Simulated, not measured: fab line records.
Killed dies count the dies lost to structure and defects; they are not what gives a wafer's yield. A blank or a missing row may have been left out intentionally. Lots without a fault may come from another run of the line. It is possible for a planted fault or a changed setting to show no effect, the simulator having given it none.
Shared-tool check | flow sky130 | Sample size 12 lots and 36 wafers

== WHAT PROMPTED THE OPENING ==
On 2 of the 12 lots, a flag is raised at SKY_SONOS_TUNNEL_CD_MEAS_07 on the reading cd_nm. Fault-free wafers read 410.4 nm, with a standard deviation of 2.2.
Rule: flag the lot when none of its wafers has a number, or when each of its wafers that has one lies beyond 4 standard deviations from that mean. The rest of the lots are taken to be sound.

lot  | measured     | on        | cd_nm (nm), wafer by wafer | flag
L990 | day 11 23:05 | cd_sem-01 | 413.1 411.9 412.1          |
L991 | day 12 05:41 | cd_sem-02 | 406.5 405.1 405.9          |
L993 | day 13 05:50 | cd_sem-01 | 409.2 408.4 408.5          |
L994 | day 13 06:59 | cd_sem-02 | 411.3 411.7 410.2          |
L995 | day 13 11:32 | cd_sem-01 | 410.6 409.0 410.2          |
L999 | day 14 18:49 | cd_sem-01 | 392.0 391.0 392.3          | FLAGGED
L100 | day 15 02:42 | cd_sem-02 | 412.7 412.5 413.2          |
L101 | day 15 09:54 | cd_sem-02 | 398.1 395.9 399.8          | FLAGGED
L106 | day 17 02:59 | cd_sem-01 | 410.8 413.1 410.0          |
L108 | day 17 23:14 | cd_sem-02 | 412.3 408.1 411.1          |
L111 | day 18 14:47 | cd_sem-01 | 409.8 410.4 412.1          |
L110 | day 18 15:43 | cd_sem-01 | 412.2 411.7 411.1          |
Average over the flagged lots: 394.9 nm; offset from the usual -15.5 nm, equal to -7 standard deviations.

== WHICH TOOL RAN EACH LOT ==
The record holds 1 process step before the reading, out of a route of 708 steps. Every cell lists first the tool, next ch and the chambers used by the sampled wafers, and last the start.
lot  | flag    | SKY_SONOS_TUNNEL_EXPOSE_04
L990 |         | iline_stepper-01 ch 0, day 11 10:55
L991 |         | iline_stepper-01 ch 0, day 11 17:58
L993 |         | iline_stepper-01 ch 0, day 12 17:47
L994 |         | iline_stepper-01 ch 0, day 12 19:06
L995 |         | iline_stepper-02 ch 0, day 13 00:07
L999 | FLAGGED | iline_stepper-02 ch 0, day 14 05:47
L100 |         | iline_stepper-01 ch 0, day 14 12:58
L101 | FLAGGED | iline_stepper-02 ch 0, day 14 20:16
L106 |         | iline_stepper-01 ch 0, day 16 12:57
L108 |         | iline_stepper-01 ch 0, day 17 08:00
L111 |         | iline_stepper-01 ch 0, day 18 00:34
L110 |         | iline_stepper-01 ch 0, day 18 00:54
These steps, and what they do:
- SKY_SONOS_TUNNEL_EXPOSE_04: exposes mask TUNM, target cd 410 nm.
- SKY_SONOS_TUNNEL_CD_MEAS_07: target cd 410 nm.

== FLAGGED OVER TOTAL, TOOL BY TOOL (the gauges that took the reading come last) ==
step                        | tool             | lots run | flagged | share of the flagged lots | sound lots run after its first flagged lot
SKY_SONOS_TUNNEL_EXPOSE_04  | iline_stepper-01 | 9        | 0       | none                      | -
SKY_SONOS_TUNNEL_EXPOSE_04  | iline_stepper-02 | 3        | 2       | all                       | 0
SKY_SONOS_TUNNEL_CD_MEAS_07 | cd_sem-01        | 7        | 1       | some                      | 3 (L106,L111,L110)
SKY_SONOS_TUNNEL_CD_MEAS_07 | cd_sem-02        | 5        | 1       | some                      | 1 (L108)

== WHAT IS ALLOWED BY THE TABLE ==
All flagged lots share 1 row of the table, namely iline_stepper-02 at SKY_SONOS_TUNNEL_EXPOSE_04.
- iline_stepper-02 at SKY_SONOS_TUNNEL_EXPOSE_04: 2 of its 3 lots flagged. It ran its last sound lot, L995, at day 13 00:07 and its first flagged lot, L999, at day 14 05:47: a fault with its onset between the two fits. Its own readings lie more than 4 standard deviations out on every wafer of the flagged lots: exposure_dose_mJ_cm2.
Just one tool remains: iline_stepper-02 at SKY_SONOS_TUNNEL_EXPOSE_04.

== WHAT THE SIMULATOR HAD PUT IN ==
Process parameters drifting: iline_stepper-02 at SKY_SONOS_TUNNEL_EXPOSE_04, beginning at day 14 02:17. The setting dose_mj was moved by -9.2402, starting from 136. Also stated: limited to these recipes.
Lots struck among those shown: L999, L101. The same result came from the rule above.
